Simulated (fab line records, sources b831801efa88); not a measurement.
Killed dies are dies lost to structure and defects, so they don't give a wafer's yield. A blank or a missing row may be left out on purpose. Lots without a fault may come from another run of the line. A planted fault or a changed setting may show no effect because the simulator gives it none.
A struck lot beside a sound one | flow sky130 | 17 steps out of a route of 708
Sound: wafers L702.2, L702.3, L702.6. Struck: wafers L712.2, L712.3, L712.6. The cause comes at the end.
At each step with rows: each side's tool, then ch and its chambers, then its first start. Under that, the readings that differ: sound wafers | struck wafers | difference of the means | sigmas: that difference in standard deviations of wafers without a fault.
alike: readings whose means differ by less than 2 such deviations, and words and numbers that are the same on both sides. not compared: withheld readings, readings that some wafer has no value for, bounds like >300 that may hide the same value, and numbers for which the record gives no deviation and whose values overlap.
The two part at a step that has a row with sigmas, a row that says differs or no value, or rows on one side only. Numbers that don't overlap but have no deviation are shown without sigmas and don't part them. A reading that every wafer of one side lacks parts them only if that side has two wafers or more.

first, 4 steps without rows for these wafers: SKY_LDD_LDN_SOFTBAKE_03 (time 60 s); SKY_LDD_LDN_EXPOSE_04 (exposes mask LDNTM, target cd 700 nm); SKY_LDD_LDN_PEB_05; SKY_LDD_LDN_DEVELOP_06 (develop time 60 s).
SKY_LDD_LDN_OVL_MEAS_07:
  sound on overlay-01, day 24 10:00; struck on overlay-02, day 27 21:00
  alike: LDD_LDN_OVL
then, 4 steps without rows for these wafers: SKY_LDD_LDN_IMPLANT_08; SKY_LDD_LDN_IMPLANT_09; SKY_LDD_LDN_IMPLANT_10; SKY_LDD_LDN_IMPLANT_11.
SKY_LDD_LDN_STRIP_12: strips in O2/N2.
  sound on plasma_asher-01 ch 0,1, day 24 10:38; struck on plasma_asher-03 ch 0,1, day 27 21:38
  alike: drypump_motor_current_A, oes_product_au, strip_time_to_endpoint_s
  not compared: rf_hours_counter_h
SKY_LDD_LDN_TW_MEAS_13:
  sound on film_metro-02, day 24 10:44; struck on film_metro-02, day 27 21:44
  alike: LDD_LDN_TW
then, 1 step without rows for these wafers: SKY_LDD_LDN_CLEAN_14 (cleans in SC1/SC2, time 150 s).
SKY_SPACER_CVD_00: deposits Si3N4 from DCS/NH3, target thk 43.1 nm, time 740 s.
  sound on lpcvd-02 ch 0, day 24 10:51; struck on lpcvd-02 ch 1, day 27 22:20
  reading                  | sound          | struck         | difference | sigmas
  zone_power_lower_pct (%) | 12.6 12.6 12.6 | 15.2 15.1 14.9 | +2.5       | +2
  alike: spike_tc_top_C
SKY_SPACER_THK_MEAS_01:
  sound on film_metro-04, day 24 12:04; struck on film_metro-04, day 27 23:34
  reading                | sound          | struck         | difference | sigmas
  SPACER_CVD_00_THK (nm) | 43.5 43.4 43.4 | 34.7 34.4 34.3 | -9.0       | -23
SKY_SPACER_ETCHBACK_02: etches Si3N4 in CH3F/O2, stops on SiO2, time 46.7 s, target depth 45 nm.
  sound on rie_diel-01 ch 0,1,2, day 24 12:07; struck on rie_diel-03 ch 0,2, day 27 23:37
  reading               | sound             | struck            | difference | sigmas
  oes_product_au (a.u.) | 0.867 0.863 0.851 | 0.763 0.759 0.747 | -0.104     | -16
  alike: drypump_motor_current_A, throttle_valve_pct
  not compared: rf_hours_counter_h
then, 1 step without rows for these wafers: SKY_POLY_CUT_DEHYDRATE_00 (time 60 s).
-- the record jumps here: 21 days lie between the struck wafers' starts before and after (it left off in module POLY_CUT and takes up again in module PAD_OPEN, whose first step shown is number 708 of the route) --
SKY_PAD_OPEN_PROBE_99:
  sound on prober-01, day 46 22:32; struck on prober-01, day 49 07:55
  reading                                           | sound                        | struck                      | difference | sigmas
  model.etest.pfet_01v8.drive_ua_um_rim_less_centre | 0.008885 -4.788 2.51         | 6.533 8.105 11.12           | +9.342     |
  model.etest.nfet_01v8.drive_ua_um_rim_less_centre | -2.936 4.638 -2.007          | 6.931 5.031 4.781           | +5.683     |
  model.etest.nfet_01v8.drive_ua_um_range           | 5.285 6.238 6.825            | 12.2 9.202 10.74            | +4.6       |
  model.etest.pfet_01v8.drive_ua_um_range           | 8.041 6.562 5.983            | 13.58 14.71 15.23           | +7.64      |
  model.etest.pfet_01v8.vt_v_rim_less_centre        | -0.006494 -0.005038 -0.01044 | 0.01029 -0.0009548 0.001784 | +0.01103   |
  model.etest.pfet_01v8.vt_v_range                  | 0.012 0.009765 0.01362       | 0.01754 0.01409 0.01904     | +0.00510   |
  alike: killed_at_M0_to_M3, killed_at_M4_up, killed_at_contacts, killed_at_front_end, killed_at_other, killed_dies, killed_open, killed_short

WHERE THEY PART
First at SKY_SPACER_CVD_00; last, within this record, at SKY_SPACER_ETCHBACK_02. Later steps at which nothing parts them and some readings are alike: SKY_PAD_OPEN_PROBE_99.

WHY: what the simulator had put in
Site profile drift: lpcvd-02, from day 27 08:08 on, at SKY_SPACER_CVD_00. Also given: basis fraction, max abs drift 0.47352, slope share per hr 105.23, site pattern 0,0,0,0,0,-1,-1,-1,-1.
